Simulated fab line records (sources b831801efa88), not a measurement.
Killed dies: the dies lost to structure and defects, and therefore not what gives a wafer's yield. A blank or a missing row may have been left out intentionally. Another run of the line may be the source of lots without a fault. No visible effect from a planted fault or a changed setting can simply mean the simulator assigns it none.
Lot-split experiment :: flow gf180mcu :: 23 wafers read from 5 lots, route of 602 steps

== ON THE SPLIT ==
At GF_HV_LDD_DEVELOP_06 (develop time 60 s), the setting develop-time-s was moved away from the recipe's 60 s on 10 of the 23 wafers read, by -9.3% to +13.0%. The other wafers ran this setting at the recipe's value.

The file shows no step between the split and the reading.

== THE READING ==
cd-nm (nm) at GF_HV_LDD_CD_MEAS_07, where the cd target is 400 nm. Typical for fault-free wafers on this fab line: 399.3 nm, with standard deviation 2.6 nm.

wafer: L076.2
tool, chamber at the split: litho-track-01, 0
develop-time-s as run, s: 55.61
against the recipe: -7.3%
cd-nm, nm: 391.0
against lot-mates on the recipe: -6.6

wafer: L076.3
tool, chamber at the split: litho-track-01, 0
develop-time-s as run, s: 55.61
against the recipe: -7.3%
cd-nm, nm: 389.7
against lot-mates on the recipe: -7.9

wafer: L076.4
tool, chamber at the split: litho-track-01, 0
develop-time-s as run, s: 60
against the recipe: recipe
cd-nm, nm: 397.6
against lot-mates on the recipe: -

wafer: L076.5
tool, chamber at the split: litho-track-01, 0
develop-time-s as run, s: 60
against the recipe: recipe
cd-nm, nm: 397.4
against lot-mates on the recipe: -

wafer: L076.6
tool, chamber at the split: litho-track-01, 0
develop-time-s as run, s: 60
against the recipe: recipe
cd-nm, nm: 397.7
against lot-mates on the recipe: -

wafer: L079.2
tool, chamber at the split: litho-track-03, 0
develop-time-s as run, s: 60
against the recipe: recipe
cd-nm, nm: 404.0
against lot-mates on the recipe: -

wafer: L079.3
tool, chamber at the split: litho-track-03, 0
develop-time-s as run, s: 60
against the recipe: recipe
cd-nm, nm: 402.8
against lot-mates on the recipe: -

wafer: L079.6
tool, chamber at the split: litho-track-03, 0
develop-time-s as run, s: 60
against the recipe: recipe
cd-nm, nm: 404.4
against lot-mates on the recipe: -

wafer: L082.2
tool, chamber at the split: litho-track-04, 0
develop-time-s as run, s: 54.43
against the recipe: -9.3%
cd-nm, nm: 391.6
against lot-mates on the recipe: -8.4

wafer: L082.3
tool, chamber at the split: litho-track-04, 0
develop-time-s as run, s: 60
against the recipe: recipe
cd-nm, nm: 400.5
against lot-mates on the recipe: -

wafer: L082.4
tool, chamber at the split: litho-track-04, 0
develop-time-s as run, s: 60
against the recipe: recipe
cd-nm, nm: 399.5
against lot-mates on the recipe: -

wafer: L082.5
tool, chamber at the split: litho-track-04, 0
develop-time-s as run, s: 54.43
against the recipe: -9.3%
cd-nm, nm: 391.2
against lot-mates on the recipe: -8.8

wafer: L082.6
tool, chamber at the split: litho-track-04, 0
develop-time-s as run, s: 54.43
against the recipe: -9.3%
cd-nm, nm: 390.0
against lot-mates on the recipe: -10.0

wafer: L083.1
tool, chamber at the split: litho-track-01, 0
develop-time-s as run, s: 67.8
against the recipe: +13.0%
cd-nm, nm: 408.6
against lot-mates on the recipe: +9.5

wafer: L083.3
tool, chamber at the split: litho-track-01, 0
develop-time-s as run, s: 60
against the recipe: recipe
cd-nm, nm: 400.7
against lot-mates on the recipe: -

wafer: L083.4
tool, chamber at the split: litho-track-01, 0
develop-time-s as run, s: 60
against the recipe: recipe
cd-nm, nm: 399.5
against lot-mates on the recipe: -

wafer: L083.5
tool, chamber at the split: litho-track-01, 0
develop-time-s as run, s: 60
against the recipe: recipe
cd-nm, nm: 397.0
against lot-mates on the recipe: -

wafer: L083.6
tool, chamber at the split: litho-track-01, 0
develop-time-s as run, s: 67.8
against the recipe: +13.0%
cd-nm, nm: 409.9
against lot-mates on the recipe: +10.8

wafer: L084.1
tool, chamber at the split: litho-track-03, 0
develop-time-s as run, s: 60
against the recipe: recipe
cd-nm, nm: 400.7
against lot-mates on the recipe: -

wafer: L084.3
tool, chamber at the split: litho-track-03, 0
develop-time-s as run, s: 67.79
against the recipe: +13.0%
cd-nm, nm: 412.3
against lot-mates on the recipe: +10.7

wafer: L084.4
tool, chamber at the split: litho-track-03, 0
develop-time-s as run, s: 60
against the recipe: recipe
cd-nm, nm: 402.6
against lot-mates on the recipe: -

wafer: L084.5
tool, chamber at the split: litho-track-03, 0
develop-time-s as run, s: 67.79
against the recipe: +13.0%
cd-nm, nm: 414.7
against lot-mates on the recipe: +13.1

wafer: L084.6
tool, chamber at the split: litho-track-03, 0
develop-time-s as run, s: 67.79
against the recipe: +13.0%
cd-nm, nm: 412.5
against lot-mates on the recipe: +10.9

THE FIT
A straight line over all 23 wafers: cd-nm changes by +0.953 nm for each +1% of develop-time-s; r = +0.95; the points scatter about the line by 2.4 nm.
The same after taking each lot's own level away (the mean of its wafers on the recipe; 23 wafers): +0.891 nm for each +1%; r = +0.99; scatter 1 nm.
Per that fit: largest develop-time-s move, reading shift of 12 nm.
The lots' own levels span 397.57 to 403.73 nm, that is 2.4 times the standard deviation above.
Hence the lot-to-lot level has little effect on the slope; both slopes agree.
Check: +11.6 nm against its lot-mates is what the line predicts for one of the wafers moved furthest among these (+13.0%) when that wafer is left out of the fit. Against them it came out at +9.53 nm.

== THESE WAFERS: OTHER SPLITS ==
Other splits were also applied to these wafers ahead of the reading. Each is held against what the fit with the lots' levels taken away leaves over:
other split on the same wafers: GF_VT_IMPLANT_IMPLANT_30 energy-kev
wafers away from the commonest value: 6
r with cd-nm (lot level and that fit taken away): +0.32

other split on the same wafers: GF_VT_IMPLANT_COAT_35 resist-thk-nm
wafers away from the commonest value: 5
r with cd-nm (lot level and that fit taken away): -0.02

other split on the same wafers: GF_POLY_GATE_EXPOSE_07 dose-mj
wafers away from the commonest value: 7
r with cd-nm (lot level and that fit taken away): -0.14

other split on the same wafers: GF_POLY_GATE_ETCH_12 source-w
wafers away from the commonest value: 10
r with cd-nm (lot level and that fit taken away): +0.15

other split on the same wafers: GF_POLY_GATE_OXIDATION_16 temp-c
wafers away from the commonest value: 18
r with cd-nm (lot level and that fit taken away): +0.06

== THE FILE'S OWN FIT ==
cd-nm changes by +0.877 nm for each +1% of develop-time-s, r = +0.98.
